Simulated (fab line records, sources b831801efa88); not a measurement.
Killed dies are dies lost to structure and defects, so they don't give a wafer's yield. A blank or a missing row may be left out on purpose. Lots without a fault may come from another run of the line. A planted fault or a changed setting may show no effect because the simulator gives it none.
A struck lot beside a sound one | flow sfq_line | 14 steps out of a route of 325
Sound: wafers L347.1, L347.2, L347.6. Struck: wafer L358.4. (L358.3 of the same lot was not struck and is left out.) The cause comes at the end.
At each step with rows: each side's tool, then ch and its chambers, then its first start. Under that, the readings that differ: sound wafers | struck wafers | difference of the means | sigmas: that difference in standard deviations of wafers without a fault.
alike: readings whose means differ by less than 2 such deviations, and words and numbers that are the same on both sides. not compared: withheld readings, readings that some wafer has no value for, bounds like >300 that may hide the same value, and numbers for which the record gives no deviation and whose values overlap.
The two part at a step that has a row with sigmas, a row that says differs or no value, or rows on one side only. Numbers that don't overlap but have no deviation are shown without sigmas and don't part them. A reading that every wafer of one side lacks parts them only if that side has two wafers or more.

SFQ_INCOMING_BOW_MEAS_900:
  sound on film_metro-03, day 2 16:00; struck on film_metro-03, day 4 23:02
  alike: INCOMING_BOW
then, 1 step without rows for these wafers: SFQ_TRILAYER_INCOMING_OXIDATION_002 (target thk 500 nm, ox time 4939 s).
SFQ_TRILAYER_L0_DEP_SPUTTER_003: material MoNx KI, target thk 40 nm, time 100 s.
  sound on pvd_sputter-03, day 2 18:29; struck on pvd_sputter-05, day 5 01:29
  alike: throttle_valve_pct
SFQ_L0_RS_MEAS_901: measures by four-point-probe.
  sound on film_metro-02, day 2 18:34; struck on film_metro-04, day 5 01:36
  alike: L0_MONX_KI_RS
SFQ_L0_THK_MEAS_902: measures by xrf.
  sound on film_metro-02, day 2 18:41; struck on film_metro-04, day 5 01:42
  alike: L0_MONX_KI_THK
then, 4 steps without rows for these wafers: SFQ_TRILAYER_L0_LITHO_COAT_010 (resist thk 62 nm); SFQ_TRILAYER_L0_LITHO_COAT_005 (resist thk 600 nm); SFQ_TRILAYER_L0_LITHO_SOFTBAKE_009; SFQ_TRILAYER_L0_LITHO_EXPOSE_006 (exposes mask L0, target cd 2000 nm).
-- the record jumps here: 4 days lie between the struck wafers' starts before and after --
SFQ_TRILAYER_L0_LITHO_PEB_008: peb time 60 s.
  sound on litho_track-02 ch 0, day 5 16:00; struck on litho_track-02 ch 0, day 8 19:53
  alike: heater_power_total_W
then, 1 step without rows for these wafers: SFQ_TRILAYER_L0_LITHO_DEVELOP_007 (time 60 s).
SFQ_TRILAYER_L0_BARC_OPEN_METAL_ETCH_010: etches BARC in O2, target depth 125 nm, time 41.7 s.
  sound on rie_metal-02 ch 0, day 5 16:18; struck on rie_metal-01 ch 1, day 8 20:09
  reading                     | sound          | struck | difference | sigmas
  drypump_motor_current_A (A) | 6.5 6.5 6.5    | 5.7    | -0.8       | -2
  model.L0.cd_nm (nm)         | 2001 2001 2000 | 1979   | -22        |
  alike: oes_product_au
  not compared: rf_hours_counter_h
SFQ_TRILAYER_L0_ETCH_METAL_ETCH_008: etches MoNx KI in SF6/O2, stops on SiO2, target depth 50 nm, time 25 s.
  sound on rie_metal-02 ch 0, day 5 16:25; struck on rie_metal-01 ch 1, day 8 20:12
  reading                     | sound          | struck | difference | sigmas
  drypump_motor_current_A (A) | 6.5 6.5 6.5    | 5.7    | -0.8       | -2
  model.L0.cd_nm (nm)         | 2002 2001 2000 | 1980   | -21        |
  alike: oes_product_au
  not compared: rf_hours_counter_h
SFQ_TRILAYER_L0_STRIP_STRIP_009: strips in O2.
  sound on rie_metal-02 ch 0, day 5 16:31; struck on rie_metal-01 ch 1, day 8 20:26
  alike: drypump_motor_current_A, oes_product_au
  not compared: rf_hours_counter_h

WHERE THEY PART
First at SFQ_TRILAYER_L0_BARC_OPEN_METAL_ETCH_010; last, within this record, at SFQ_TRILAYER_L0_ETCH_METAL_ETCH_008. Later steps at which nothing parts them and some readings are alike: SFQ_TRILAYER_L0_STRIP_STRIP_009.

WHY: what the simulator had put in
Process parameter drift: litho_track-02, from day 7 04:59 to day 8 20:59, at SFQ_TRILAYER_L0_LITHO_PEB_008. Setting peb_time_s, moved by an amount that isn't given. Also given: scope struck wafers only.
